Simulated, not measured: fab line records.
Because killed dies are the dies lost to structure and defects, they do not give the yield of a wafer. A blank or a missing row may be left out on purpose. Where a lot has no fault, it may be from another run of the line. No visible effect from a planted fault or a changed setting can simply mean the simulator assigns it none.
Code-filled problem report in 8D (eight disciplines) form || flow gf180mcu || the parts of the form that need people (team, actions taken, sign-off) are left out

== 1. THE ISSUE ==
Wafers without a fault read 2999.9 W, standard deviation 0.53; cathode-dc-power-W at GF_M4_SPUTTER_03 reads a mean of 3088.1 W on 6 wafers belonging to 2 lots. That is +99 or more standard deviations from the usual mean.
The step: material Ti, target thk 10 nm, time 6.7 s.
First observed at day 27 01:05: wafer L753.1, on pvd-sputter-04. Wafers with a number at this step in the record: 42, from 14 lots. The rule behind "out" and "out of limits": a value lying over 4 standard deviations away from the usual mean. Any other wafer with a number is counted as sound.

== 2. WHAT THIS IS AND IS NOT ==
{"question": "which readings at this step", "is": "cathode-dc-power-W", "is not": "throttle-valve-pct"}
{"question": "which lots", "is": "L753, L754", "is not": "L739, L740, L741, L742, L743, L744, L745, L747, L757, L758, L759, L760"}
{"question": "which wafers of those lots", "is": "all that have a number", "is not": "-"}
{"question": "read on which tools", "is": "pvd-sputter-04", "is not": "pvd-sputter-02, pvd-sputter-03"}
{"question": "when", "is": "from day 27 01:05", "is not": "up to then (24 sound wafers); but 12 sound wafers of L757, L758, L759, L760 came after"}

== 3. THE SUSPECTS, EACH WITH WHAT RULES IT OUT ==
Counting: a tool at any process step up to the reading remains a suspect when it ran all the lots that are out and ran no sound lot after the first of those.
- rie-diel-02 at GF_V3_ETCH_17 (etches SiO2 in C4F8/O2/Ar, stops on TiN, target depth 635 nm): ruled out as a lasting fault. The sound lots L758 went through it after L753, its earliest lot that is out (day 27 00:34). GF_V3_ETCH_17: start missing for some lots; hours and lot order therefore follow GF_V3_THK_MEAS_25.
- pvd-sputter-04 at GF_M4_SPUTTER_03 (material Ti, target thk 10 nm, time 6.7 s): kept. Every lot that is out went through it, starting with L753 (day 27 01:05), and after that it ran no sound lot; the last sound lot it ran before then is L743 (day 24 03:58). Out on those wafers are its own readings of cathode-dc-power-W.
The count leaves pvd-sputter-04 at GF_M4_SPUTTER_03.

== 4. THE CAUSE (what the simulator had put in) ==
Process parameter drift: pvd-sputter-04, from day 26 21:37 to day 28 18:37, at GF_M4_SPUTTER_03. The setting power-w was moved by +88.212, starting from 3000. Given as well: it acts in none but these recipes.
After counting, this tool was the only one left.

== 5. THE CHAIN OF EFFECTS, in route order ==
Rows list readings where the struck wafers' mean (over those with a number) sits beyond 3 standard deviations from the usual. Scope: only readings with a usual standard deviation given in the record; hours: median across lots of the time from each lot's start at the first step in this table that gives one to its start at this step; sigmas: change in usual standard deviations.
{"hours": 0, "step": "GF_M4_SPUTTER_03", "reading": "cathode-dc-power-W", "usual": "2999.9 W", "on struck wafers": 3088.1, "change": "+88.2", "sigmas": "+99 or more"}
Process steps it contains:
- GF_M4_SPUTTER_03: material Ti, target thk 10 nm, time 6.7 s.

== 6. HOW IT WOULD HAVE BEEN CAUGHT EARLIER ==
First out-of-limits reading in this record: day 27 01:05, which is 3 hours after fault onset at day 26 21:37.
